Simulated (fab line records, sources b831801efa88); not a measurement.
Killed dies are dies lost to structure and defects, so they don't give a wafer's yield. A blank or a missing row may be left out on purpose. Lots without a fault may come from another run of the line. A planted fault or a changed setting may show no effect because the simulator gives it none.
Chamber matching | flow gf180mcu | GF_CONTACT_CVD_02 on pecvd-01: 3 sister chambers
The step deposits SiO2 from TEOS, target thk 860 nm, time 95.992 s. 20 wafers are shown with their chamber, then 10 later ones without.

WAFERS WITH THEIR CHAMBER
wafer  | chamber | heater_power_w (W) | rf_fwd_power_W (W)
L076.3 | 2       | 698                | 599.6
L076.5 | 2       | 745                | 600.8
L076.6 | 1       | 706                | 597.8
L077.1 | 2       | 772                | 596.3
L077.2 | 1       | 604                | 600.4
L077.3 | 0       | 755                | 596.9
L078.2 | 2       | 713                | 597.9
L078.4 | 1       | 696                | 594.9
L078.6 | 0       | 735                | 599.1
L079.1 | 1       | 609                | 598.5
L079.3 | 0       | 894                | 600.7
L079.6 | 2       | 621                | 597.7
L083.3 | 1       | 698                | 593.1
L083.4 | 2       | 747                | 596.6
L083.5 | 0       | 869                | 597.2
L084.1 | 1       | 614                | 597.2
L084.5 | 0       | 726                | 597.0
L084.6 | 1       | 674                | 598.3
L086.2 | 1       | 658                | 596.4
L086.5 | 2       | 628                | 597.1

SIGNATURES (means of the wafers above)
reading        | chamber 0 | chamber 1 | chamber 2 | scatter within a chamber
heater_power_w | 795.80    | 657.38    | 703.43    | 58.9
rf_fwd_power_W | 598.180   | 597.075   | 598.000   | 1.93
Rule: a wafer's distance from a chamber is the root of the sum, over the readings, of the square of ((its reading less the chamber's mean) divided by the reading's scatter). The wafer belongs to the nearest chamber; if the next one is less than 2 further off, it can't be placed. The scatter: the root of (the sum of the squares of (reading less its chamber's mean) over the shown wafers, divided by (wafers less chambers)).

WAFERS WITHOUT THEIR CHAMBER
wafer  | heater_power_w (W) | rf_fwd_power_W (W)
L086.6 | 731                | 598.0
L089.2 | 651                | 595.9
L089.4 | 754                | 594.5
L089.6 | 871                | 600.5
L093.2 | 708                | 596.8
L093.4 | 679                | 599.8
L093.6 | 721                | 600.1
L096.2 | 779                | 598.1
L096.3 | 771                | 599.7
L096.4 | 821                | 600.3

WHICH CHAMBER EACH WENT THROUGH
wafer  | from the rows above          | in truth
L086.6 | can't be placed: 2 or 0 or 1 | 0
L089.2 | can't be placed: 1 or 2      | 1
L089.4 | can't be placed: 2 or 0 or 1 | 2
L089.6 | can't be placed: 0 or 2      | 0
L093.2 | can't be placed: 2 or 1 or 0 | 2
L093.4 | can't be placed: 2 or 1 or 0 | 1
L093.6 | can't be placed: 2 or 0 or 1 | 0
L096.2 | can't be placed: 0 or 2 or 1 | 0
L096.3 | can't be placed: 0 or 2 or 1 | 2
L096.4 | can't be placed: 0 or 2      | 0
Placed correctly: 0 of 10. Can't be placed from these rows: 10 (the true chamber is among the candidates in 10). Placed wrongly: 0.
